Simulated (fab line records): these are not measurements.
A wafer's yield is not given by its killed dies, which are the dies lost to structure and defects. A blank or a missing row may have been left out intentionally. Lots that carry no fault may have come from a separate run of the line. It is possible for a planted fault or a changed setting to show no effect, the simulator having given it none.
Which tool was responsible?	flow sky130	13 lots with 39 wafers sampled at 3 steps, on a route of 708 steps

WHAT THE GAUGES SHOWED, per wafer
SKY_LDD_HVN_TW_MEAS_10. Usual: for LDD_HVN_TW the level is 1439 and the standard deviation is 13.
lot	measured	on	LDD_HVN_TW	flag
L668	day 20 10:02	film metro-02	1455 1453 1464	
L669	day 20 16:34	film metro-03	1431 1428 1428	
L671	day 21 14:55	film metro-03	1409 1413 1406	
L672	day 22 01:26	film metro-02	1440 1448 1446	
L675	day 23 07:23	film metro-02	1456 1453 1451	
L677	day 23 19:47	film metro-03	1416 1430 1417	
L679	day 25 01:29	film metro-01	1444 1437 1440	
L681	day 25 12:37	film metro-01	1434 1435 1442	
L683	day 26 20:08	film metro-01	1429 1444 1437	
L685	day 26 21:58	film metro-01	1443 1435 1436	
L687	day 27 09:37	film metro-01	1434 1441 1436	
L690	day 28 12:22	film metro-01	1442 1427 1442	
L691	day 28 15:02	film metro-02	1463 1453 1462	

SKY_POLY_CUT_OVL_MEAS_09. Usual: for POLY_CUT_OVL the level is -2 nm and the standard deviation is 4.6.
lot	measured	on	POLY_CUT_OVL (nm)	flag
L668	day 24 07:33	overlay-01	3 -3 3	
L669	day 24 14:14	overlay-01	0 7 1	
L671	day 25 10:00	overlay-01	-4 -1 -5	
L672	day 25 20:24	overlay-01	-1 0 3	
L675	day 27 02:14	overlay-02	2 -3 -4	
L677	day 27 13:07	overlay-02	6 6 4	
L679	day 28 18:52	overlay-01	-9 -1 -1	
L687	day 30 23:19	overlay-01	0 -2 -5	
L690	day 32 02:10	overlay-01	0 -8 -3	
L691	day 32 04:19	overlay-02	-9 -7 -10	

WHICH TOOL RAN EACH LOT (tool, then ch and the chambers of the sampled wafers, then the start)
lot	SKY_SPACER_ETCHBACK_02
L668	rie diel-02 ch 0,2,3, day 23 01:29
L669	rie diel-02 ch 0,2,3, day 23 08:26
L671	rie diel-02 ch 0,2,3, day 24 04:47
L672	rie diel-03 ch 0,1,2, day 24 15:29
L675	rie diel-02 ch 0,1,2, day 25 20:59
L677	rie diel-03 ch 0,1,3, day 26 08:06
L679	rie diel-01 ch 1,2,3, day 27 13:51
L681	rie diel-02 ch 0,1,3, day 28 00:39
L683	rie diel-01 ch 0,2, day 29 07:10
L685	rie diel-03 ch 1,2, day 29 08:22
L687	rie diel-01 ch 1,2, day 29 19:59
L690	rie diel-01 ch 0,1,3, day 30 22:48
L691	rie diel-01 ch 1,2, day 31 01:12
- SKY_SPACER_ETCHBACK_02: etches Si3N4 in CH3F/O2, stops on SiO2, time 46.7 s, target depth 45 nm.

WHAT THE TOOLS THEMSELVES READ (means of the sampled wafers that have a number; where no wafer has one, the mark that the record gives instead)
SKY_SPACER_ETCHBACK_02. Usual: O2_flow_sccm 29.99 sccm, standard deviation 0.088; bias w 79.98 W, standard deviation 0.24; ch3f flow sccm 40.02 sccm, standard deviation 0.13; drypump motor current A 5.7 A, standard deviation 0.39; oes product au 0.851 a.u., standard deviation 0.0075; throttle valve pct 10.562 %, standard deviation 0.0097.
lot	tool	O2_flow_sccm (sccm)	bias w (W)	ch3f flow sccm (sccm)	drypump motor current A (A)	oes product au (a.u.)	throttle valve pct (%)	flag
L668	rie diel-02	29.98	80.09	40.08	6.0	0.853	10.553	
L669	rie diel-02	29.89	80.16	40.01	6.1	0.842	10.562	
L671	rie diel-02	29.95	80.07	40.18	6.0	0.857	10.568	
L672	rie diel-03	30.02	80.05	40.13	5.5	0.846	10.561	
L675	rie diel-02	30.07	80.04	39.97	5.8	0.842	10.565	
L677	rie diel-03	30.03	79.87	40.10	5.6	0.858	10.557	
L679	rie diel-01	30.02	79.98	40.03	5.8	0.853	10.559	
L681	rie diel-02	-	-	-	-	-	-	OFF
L683	rie diel-01	-	-	-	-	-	-	OFF
L685	rie diel-03	-	-	-	-	-	-	OFF
L687	rie diel-01	30.07	80.15	40.18	6.0	0.849	10.554	
L690	rie diel-01	30.08	80.04	39.86	5.5	0.841	10.561	
L691	rie diel-01	30.02	80.16	40.16	6.0	0.850	10.557	

THE ANSWER, worked out from the rows above alone
Rule: lot off if the mean of its wafers having a number is beyond 3 standard deviations from the usual mean. Also off: a lot with no number at a reading for which 4 or more lots have one. Any other lot the step has rows for is counted as sound. First the gauges in route order, then the tools' own readings, where a lot's mean is used as printed above. The first step at which some lot is off is used, and at that step the reading that is off furthest; a lot without a number counts as furthest.
Off: L681, L683, L685, at SKY_SPACER_ETCHBACK_02 (O2_flow_sccm). Without a number there: L681, L683, L685.
A tool fits if, at that step or a process step before it, it ran every lot that is off, and no sound lot after the first of them. Not one of the candidates tried fits.

WHAT THE SIMULATOR PUT IN
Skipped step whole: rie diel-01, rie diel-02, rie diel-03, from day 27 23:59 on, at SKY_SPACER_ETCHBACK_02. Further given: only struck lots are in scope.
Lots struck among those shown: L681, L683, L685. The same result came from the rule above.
